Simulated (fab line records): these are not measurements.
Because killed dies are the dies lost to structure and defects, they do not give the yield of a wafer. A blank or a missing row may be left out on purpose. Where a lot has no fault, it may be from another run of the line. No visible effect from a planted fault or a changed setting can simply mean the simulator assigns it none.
Which tool did it? / flow sky130 / Sampling: 24 lots, 72 wafers, 4 of 708 route steps

== WHAT THE GAUGES SHOWED, per wafer ==
SKY_LI_CONTACT_RS_MEAS_22: uses a four-point probe to measure.
lot=L074; measured=day 29 10:37; on=film-metro-03; LI_CONTACT_W_RS (ohm/sq)=0.2843 0.2849 0.2831
lot=L075; measured=day 30 02:30; on=film-metro-03; LI_CONTACT_W_RS (ohm/sq)=0.2843 0.2841 0.2867
lot=L076; measured=day 30 16:19; on=film-metro-01; LI_CONTACT_W_RS (ohm/sq)=0.2849 0.2799 0.2813
lot=L077; measured=day 30 19:32; on=film-metro-03; LI_CONTACT_W_RS (ohm/sq)=0.2857 0.2852 0.2845
lot=L078; measured=day 30 20:17; on=film-metro-04; LI_CONTACT_W_RS (ohm/sq)=0.2866 0.2892 0.2891
lot=L079; measured=day 31 15:52; on=film-metro-01; LI_CONTACT_W_RS (ohm/sq)=0.2817 0.2854 0.2825
lot=L080; measured=day 32 09:26; on=film-metro-04; LI_CONTACT_W_RS (ohm/sq)=0.2857 0.2834 0.2872
lot=L082; measured=day 32 11:51; on=film-metro-04; LI_CONTACT_W_RS (ohm/sq)=0.2804 0.2787 0.2824
lot=L081; measured=day 32 15:48; on=film-metro-04; LI_CONTACT_W_RS (ohm/sq)=0.2861 0.2875 0.2810
lot=L083; measured=day 32 20:35; on=film-metro-03; LI_CONTACT_W_RS (ohm/sq)=0.2841 0.2860 0.2832
lot=L084; measured=day 33 08:55; on=film-metro-03; LI_CONTACT_W_RS (ohm/sq)=0.2834 0.2847 0.2834
lot=L086; measured=day 33 09:55; on=film-metro-03; LI_CONTACT_W_RS (ohm/sq)=0.2838 0.2809 0.2843
lot=L087; measured=day 33 11:33; on=film-metro-01; LI_CONTACT_W_RS (ohm/sq)=0.2839 0.2850 0.2807
lot=L085; measured=day 33 11:56; on=film-metro-01; LI_CONTACT_W_RS (ohm/sq)=0.2806 0.2858 0.2821
lot=L088; measured=day 33 23:39; on=film-metro-04; LI_CONTACT_W_RS (ohm/sq)=0.2866 0.2827 0.2811
lot=L089; measured=day 34 07:45; on=film-metro-04; LI_CONTACT_W_RS (ohm/sq)=0.2843 0.2806 0.2825
lot=L090; measured=day 34 10:36; on=film-metro-03; LI_CONTACT_W_RS (ohm/sq)=0.2830 0.2819 0.2854
lot=L091; measured=day 35 02:13; on=film-metro-04; LI_CONTACT_W_RS (ohm/sq)=0.2842 0.2849 0.2819
lot=L092; measured=day 35 09:49; on=film-metro-03; LI_CONTACT_W_RS (ohm/sq)=0.2775 0.2800 0.2829
lot=L094; measured=day 35 12:43; on=film-metro-03; LI_CONTACT_W_RS (ohm/sq)=0.2863 0.2837 0.2872
lot=L093; measured=day 35 15:41; on=film-metro-04; LI_CONTACT_W_RS (ohm/sq)=0.2850 0.2815 0.2835
lot=L095; measured=day 36 03:58; on=film-metro-03; LI_CONTACT_W_RS (ohm/sq)=0.2846 0.2848 0.2871
lot=L096; measured=day 36 05:06; on=film-metro-03; LI_CONTACT_W_RS (ohm/sq)=0.2863 0.2810 0.2849
lot=L097; measured=day 36 13:04; on=film-metro-03; LI_CONTACT_W_RS (ohm/sq)=0.2846 0.2840 0.2825

SKY_CONTACT_RS_MEAS_25: uses a four-point probe to measure.
lot=L074; measured=day 31 21:52; on=film-metro-03; CONTACT_W_RS (ohm/sq)=0.342 0.334 0.337
lot=L075; measured=day 32 11:41; on=film-metro-03; CONTACT_W_RS (ohm/sq)=0.339 0.340 0.338
lot=L076; measured=day 33 01:31; on=film-metro-02; CONTACT_W_RS (ohm/sq)=0.340 0.339 0.338
lot=L077; measured=day 33 05:35; on=film-metro-02; CONTACT_W_RS (ohm/sq)=0.339 0.335 0.334
lot=L078; measured=day 33 09:11; on=film-metro-02; CONTACT_W_RS (ohm/sq)=0.337 0.342 0.339
lot=L079; measured=day 34 00:35; on=film-metro-02; CONTACT_W_RS (ohm/sq)=0.329 0.339 0.344
lot=L080; measured=day 34 19:19; on=film-metro-01; CONTACT_W_RS (ohm/sq)=0.340 0.338 0.334
lot=L082; measured=day 34 19:37; on=film-metro-02; CONTACT_W_RS (ohm/sq)=0.333 0.342 0.333
lot=L081; measured=day 35 00:26; on=film-metro-02; CONTACT_W_RS (ohm/sq)=0.331 0.336 0.340
lot=L083; measured=day 35 05:36; on=film-metro-02; CONTACT_W_RS (ohm/sq)=0.336 0.349 0.336
lot=L084; measured=day 35 16:41; on=film-metro-01; CONTACT_W_RS (ohm/sq)=0.338 0.336 0.337
lot=L086; measured=day 35 18:53; on=film-metro-03; CONTACT_W_RS (ohm/sq)=0.342 0.340 0.342
lot=L087; measured=day 35 21:08; on=film-metro-02; CONTACT_W_RS (ohm/sq)=0.339 0.343 0.338
lot=L085; measured=day 35 21:37; on=film-metro-03; CONTACT_W_RS (ohm/sq)=0.350 0.346 0.348
lot=L088; measured=day 36 07:50; on=film-metro-03; CONTACT_W_RS (ohm/sq)=0.334 0.345 0.346
lot=L089; measured=day 36 16:31; on=film-metro-03; CONTACT_W_RS (ohm/sq)=0.332 0.346 0.347
lot=L090; measured=day 36 17:26; on=film-metro-03; CONTACT_W_RS (ohm/sq)=0.337 0.339 0.337
lot=L091; measured=day 37 09:47; on=film-metro-03; CONTACT_W_RS (ohm/sq)=0.340 0.342 0.341
lot=L092; measured=day 37 17:54; on=film-metro-02; CONTACT_W_RS (ohm/sq)=0.345 0.345 0.336
lot=L094; measured=day 37 20:34; on=film-metro-03; CONTACT_W_RS (ohm/sq)=0.341 0.338 0.338
lot=L093; measured=day 37 22:35; on=film-metro-02; CONTACT_W_RS (ohm/sq)=0.338 0.342 0.339
lot=L095; measured=day 38 09:48; on=film-metro-02; CONTACT_W_RS (ohm/sq)=0.339 0.342 0.341
lot=L096; measured=day 38 11:26; on=film-metro-01; CONTACT_W_RS (ohm/sq)=0.334 0.340 0.332
lot=L097; measured=day 38 19:43; on=film-metro-02; CONTACT_W_RS (ohm/sq)=0.334 0.333 0.337

SKY_METAL2_OVL_MEAS_16.
lot=L074; measured=day 35 11:00; on=overlay-02; METAL2_OVL (nm)=-7 -1 -13
lot=L075; measured=day 36 00:14; on=overlay-01; METAL2_OVL (nm)=-19 -6 -8
lot=L076; measured=day 36 13:53; on=overlay-01; METAL2_OVL (nm)=6 -3 4
lot=L077; measured=day 36 16:46; on=overlay-02; METAL2_OVL (nm)=-2 2 -4
lot=L078; measured=day 36 19:08; on=overlay-02; METAL2_OVL (nm)=-2 -10 -8
lot=L079; measured=day 37 10:45; on=overlay-01; METAL2_OVL (nm)=-5 -3 -5
lot=L080; measured=day 38 05:09; on=overlay-01; METAL2_OVL (nm)=7 8 5
lot=L082; measured=day 38 05:56; on=overlay-01; METAL2_OVL (nm)=-7 -13 -14
lot=L081; measured=day 38 10:19; on=overlay-02; METAL2_OVL (nm)=7 3 4
lot=L083; measured=day 38 15:41; on=overlay-02; METAL2_OVL (nm)=1 6 3
lot=L084; measured=day 39 01:00; on=overlay-01; METAL2_OVL (nm)=-13 -8 -8
lot=L086; measured=day 39 03:08; on=overlay-02; METAL2_OVL (nm)=-13 -8 -5
lot=L087; measured=day 39 04:48; on=overlay-01; METAL2_OVL (nm)=0 5 3
lot=L085; measured=day 39 06:03; on=overlay-01; METAL2_OVL (nm)=-3 -4 -6
lot=L088; measured=day 39 15:23; on=overlay-02; METAL2_OVL (nm)=-11 -16 -5
lot=L089; measured=day 40 00:11; on=overlay-02; METAL2_OVL (nm)=-2 -7 -10
lot=L090; measured=day 40 00:19; on=overlay-01; METAL2_OVL (nm)=6 0 1
lot=L091; measured=day 40 16:05; on=overlay-02; METAL2_OVL (nm)=-6 0 -10
lot=L092; measured=day 40 23:50; on=overlay-02; METAL2_OVL (nm)=-5 -4 -1
lot=L094; measured=day 41 02:38; on=overlay-01; METAL2_OVL (nm)=-1 0 3
lot=L093; measured=day 41 04:08; on=overlay-02; METAL2_OVL (nm)=-7 -12 -4
lot=L095; measured=day 41 14:26; on=overlay-01; METAL2_OVL (nm)=1 -3 -8
lot=L096; measured=day 42 02:23; on=overlay-01; METAL2_OVL (nm)=2 0 5
lot=L097; measured=day 41 23:56; on=overlay-01; METAL2_OVL (nm)=-12 -7 -7

SKY_VIA2_THK_MEAS_23: measures by xrf.
lot=L074; measured=day 36 15:43; on=film-metro-01; VIA2_W_THK (nm)=405 410 409
lot=L075; measured=day 37 04:44; on=film-metro-01; VIA2_W_THK (nm)=409 410 406
lot=L076; measured=day 37 18:56; on=film-metro-01; VIA2_W_THK (nm)=409 411 406
lot=L077; measured=day 37 21:41; on=film-metro-02; VIA2_W_THK (nm)=403 401 412
lot=L078; measured=day 37 23:45; on=film-metro-01; VIA2_W_THK (nm)=409 409 403
lot=L079; measured=day 38 14:27; on=film-metro-02; VIA2_W_THK (nm)=394 389 398
lot=L080; measured=day 39 08:10; on=film-metro-01; VIA2_W_THK (nm)=412 399 402
lot=L082; measured=day 39 09:06; on=film-metro-03; VIA2_W_THK (nm)=429 417 427
lot=L081; measured=day 39 13:31; on=film-metro-01; VIA2_W_THK (nm)=405 407 407
lot=L083; measured=day 39 18:52; on=film-metro-02; VIA2_W_THK (nm)=399 401 402
lot=L084; measured=day 40 04:03; on=film-metro-02; VIA2_W_THK (nm)=390 391 385
lot=L086; measured=day 40 06:25; on=film-metro-01; VIA2_W_THK (nm)=419 417 408
lot=L087; measured=day 40 07:55; on=film-metro-03; VIA2_W_THK (nm)=412 411 411
lot=L085; measured=day 40 09:46; on=film-metro-01; VIA2_W_THK (nm)=414 415 401
lot=L088; measured=day 40 18:01; on=film-metro-02; VIA2_W_THK (nm)=396 389 395
lot=L089; measured=day 41 02:52; on=film-metro-03; VIA2_W_THK (nm)=425 409 431
lot=L090; measured=day 41 03:04; on=film-metro-02; VIA2_W_THK (nm)=397 397 401
lot=L091; measured=day 41 18:07; on=film-metro-01; VIA2_W_THK (nm)=398 402 398
lot=L092; measured=day 42 02:49; on=film-metro-01; VIA2_W_THK (nm)=395 411 398
lot=L094; measured=day 42 05:14; on=film-metro-03; VIA2_W_THK (nm)=416 400 409
lot=L093; measured=day 42 06:34; on=film-metro-03; VIA2_W_THK (nm)=414 418 410
lot=L095; measured=day 42 16:58; on=film-metro-03; VIA2_W_THK (nm)=404 405 425
lot=L096; measured=day 43 04:09; on=film-metro-02; VIA2_W_THK (nm)=414 397 409
lot=L097; measured=day 43 01:37; on=film-metro-02; VIA2_W_THK (nm)=396 394 397

== WHAT TOOL EACH LOT RAN ON (gives the tool, then ch and the chambers of the sampled wafers, and finally the start) ==
The record shows no process step preceding these readings.

== AS READ BY THE TOOLS THEMSELVES (means over the sampled wafers that have a number; for cases with no such wafer, the mark the record gives instead) ==
The record holds no such reading with a usual standard deviation.

== THE ANSWER, worked out from the rows above alone ==
Rule: the usual values come from the lots themselves. Put in order of their means at a reading, lots are off if they are a third of the lots or fewer, leave a main group of 4 or more, and stand apart from it by a gap of 3 or more times the standard deviation of the main group's means; of several such gaps the widest counts. A main group is skipped when, at the precision printed for the reading in the tables above, its means are all equal. A lot without any number at a reading at which 4 lots or more have one is off too. The other lots that the step has rows for count as sound. After the gauges, taken in route order, come the tools' own readings; for these a lot's mean is taken, as printed above. At the first step where some lot is off, the reading lying furthest off is the one used; lots without a number count as furthest.
Nothing can be told from this: no lot is off at any reading shown.

== WHAT THE SIMULATOR HAD INSERTED ==
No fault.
